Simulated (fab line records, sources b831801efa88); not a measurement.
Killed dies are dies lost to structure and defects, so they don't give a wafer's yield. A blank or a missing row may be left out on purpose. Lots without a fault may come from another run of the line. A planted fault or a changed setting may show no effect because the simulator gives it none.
One fault seen from 2 desks | flow sky130 | each desk has only its own numbers; what lay behind them comes last

THE METROLOGY DESK
What the gauges read, lot by lot, whatever tool the lot ran on: means of the sampled wafers that have a number. A lot is out of limits, marked OUT, if its mean lies more than 4 standard deviations from the usual mean; the brackets give that distance.
Columns: A = GATE_OXIDE_OXIDATION_00_THK at SKY_GATE_OXIDE_THK_MEAS_02, usual 10.31 nm; B = POLY_GATE_CVD_03_THK at SKY_POLY_GATE_THK_MEAS_04, usual 74.7 nm
lot  | first seen here | A     | B
L278 | day 14 07:07    | 10.30 | 75.2
L280 | day 15 03:32    | 10.34 | 75.7
L281 | day 15 09:38    | 10.29 | 75.3
L282 | day 15 14:21    | 10.27 | 75.1
L283 | day 16 01:32    | 10.84 | 74.3
L290 | day 18 16:44    | 10.15 | 73.6
L291 | day 18 20:50    | 10.26 | 72.9
L292 | day 19 09:56    | 10.34 | 74.7
L293 | day 19 13:17    | 10.27 | 73.8
L294 | day 19 14:41    | 10.27 | 75.1
L295 | day 20 01:35    | 10.33 | 74.0
This desk's finding: nothing out of limits on any of the 11 lots.

THE TOOL OWNER'S DESK: rie_si-01
The tool's own readings at SKY_POLY_GATE_ETCH_17 (etches poly-Si in HBr/Cl2, stops on SiO2, target depth 180 nm, time 70.5 s): means of the sampled wafers that have a number, for each lot that ran on this tool. A lot is out of limits, marked OUT, if its mean lies more than 4 standard deviations from the usual mean; the brackets give that distance.
Columns: A = bias_w at SKY_POLY_GATE_ETCH_17, usual 100.02 W; B = drypump_motor_current_A at SKY_POLY_GATE_ETCH_17, usual 5.7 A; C = oes_product_au at SKY_POLY_GATE_ETCH_17, usual 0.984 a.u.; D = run_length_s at SKY_POLY_GATE_ETCH_17, usual 98.7 s; E = throttle_valve_pct at SKY_POLY_GATE_ETCH_17, usual 33.683 %
lot  | first seen here | A      | B   | C                | D                | E
L278 | day 18 00:59    | 99.83  | 5.9 | 0.983            | 98.8             | 33.677
L281 | day 19 05:32    | 100.28 | 5.7 | 0.964            | 100.9 (+4.6) OUT | 33.687
L282 | day 19 12:59    | 100.04 | 5.6 | 0.971            | 101.1 (+4.9) OUT | 33.677
L283 | day 20 02:01    | 99.94  | 5.7 | 0.939 (-7.2) OUT | 106.0 (+15) OUT  | 33.684
L291 | day 22 23:34    | 100.12 | 5.8 | 0.980            | 99.3             | 33.688
L293 | day 23 14:04    | 100.22 | 5.4 | 0.985            | 98.3             | 33.675
L295 | day 24 01:49    | 99.98  | 5.4 | 0.982            | 98.5             | 33.679
This desk's finding: out of limits on L281, L282, L283; first on L281, day 19 05:32 (run_length_s at SKY_POLY_GATE_ETCH_17). In limits: L278, L291, L293, L295.

PUT TOGETHER
The tool owner's desk could have raised an alarm at day 19 05:32, on L281, L282, L283.
The metrology desk saw nothing out of limits.
The metrology desk has L281, L282, L283 on record, within its limits.
Of the lots named, all ran SKY_POLY_GATE_ETCH_17 on rie_si-01.

WHAT THE SIMULATOR HAD PUT IN
Process parameter drift: rie_si-01, from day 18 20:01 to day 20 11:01, at SKY_POLY_GATE_ETCH_17. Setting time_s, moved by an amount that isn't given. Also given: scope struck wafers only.
Lots struck among those shown: L281, L282, L283.
Hours from the fault's start to each desk's first reading out of limits: the tool owner's desk, 10.
